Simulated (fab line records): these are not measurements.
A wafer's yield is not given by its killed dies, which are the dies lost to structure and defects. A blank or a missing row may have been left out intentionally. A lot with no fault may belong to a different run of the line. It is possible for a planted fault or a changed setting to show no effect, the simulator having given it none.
Chamber matching | flow sfq line | 4 sister chambers for SFQ_TRILAYER_I5_ETCH_VIA_ETCH_147 on rie diel-03
The step etches the open film in CHF3, stops on Nb, target depth 360 nm. 16 wafers are shown with their chamber, then 8 later ones without.

== WAFERS PAIRED WITH THEIR CHAMBERS ==
wafer  | chamber | drypump motor current A (A) | oes product au (a.u.) | chamber pressure mTorr (mTorr)
L124.1 | 0       | 6.3                         | 0.989                 | 30.000
L124.4 | 1       | 6.6                         | 0.975                 | 29.919
L124.5 | 1       | 6.6                         | 0.985                 | 30.013
L125.1 | 3       | 5.9                         | 0.987                 | 29.995
L125.3 | 2       | 5.2                         | 0.997                 | 30.008
L125.5 | 3       | 5.9                         | 0.993                 | 29.971
L128.1 | 1       | 6.6                         | 0.973                 | 30.021
L128.2 | 3       | 5.8                         | 0.981                 | 29.989
L128.3 | 2       | 5.3                         | 0.991                 | 29.994
L131.1 | 3       | 5.9                         | 0.998                 | 29.929
L131.2 | 0       | 6.3                         | 0.990                 | 29.994
L131.6 | 1       | 6.6                         | 0.987                 | 30.014
L136.4 | 2       | 5.3                         | 0.990                 | 29.987
L136.5 | 3       | 5.9                         | 0.982                 | 30.025
L136.6 | 2       | 5.3                         | 1.000                 | 30.018
L138.3 | 3       | 5.9                         | 0.988                 | 29.962

SIGNATURES, as means of the wafers listed above
reading                 | chamber 0 | chamber 1 | chamber 2 | chamber 3 | scatter within a chamber
drypump motor current A | 6.300     | 6.600     | 5.275     | 5.883     | 0.0363
oes product au          | 0.98950   | 0.98000   | 0.99450   | 0.98817   | 0.00597
chamber pressure mTorr  | 29.99700  | 29.99175  | 30.00175  | 29.97850  | 0.0329
Rule: a wafer's distance from a chamber is the root of the sum, over the readings, of the square of ((its reading less the chamber's mean) divided by the reading's scatter). The wafer belongs to the nearest chamber; if the next one is less than 2 further off, it can't be placed. How the scatter is found: for the shown wafers, subtract from each reading the mean of its chamber, square and add these, divide the total by (wafers less chambers), then take the root.

== WAFERS WITH NO CHAMBER GIVEN ==
wafer  | drypump motor current A (A) | oes product au (a.u.) | chamber pressure mTorr (mTorr)
L138.5 | 5.9                         | 0.988                 | 30.009
L138.6 | 6.3                         | 0.990                 | 30.030
L141.1 | 6.3                         | 0.992                 | 29.987
L141.2 | 6.5                         | 0.989                 | 29.973
L141.4 | 5.8                         | 0.978                 | 29.998
L145.2 | 5.3                         | 0.993                 | 29.993
L145.3 | 6.3                         | 0.994                 | 29.989
L145.6 | 5.9                         | 0.984                 | 29.995

== CHAMBER TAKEN BY EACH ==
wafer  | from the rows above | in truth
L138.5 | 3                   | 3
L138.6 | 0                   | 0
L141.1 | 0                   | 0
L141.2 | 1                   | 1
L141.4 | 3                   | 3
L145.2 | 2                   | 2
L145.3 | 0                   | 0
L145.6 | 3                   | 3
8 of 8 placed correctly. Not placeable from these rows: 0. 0 placed wrongly.
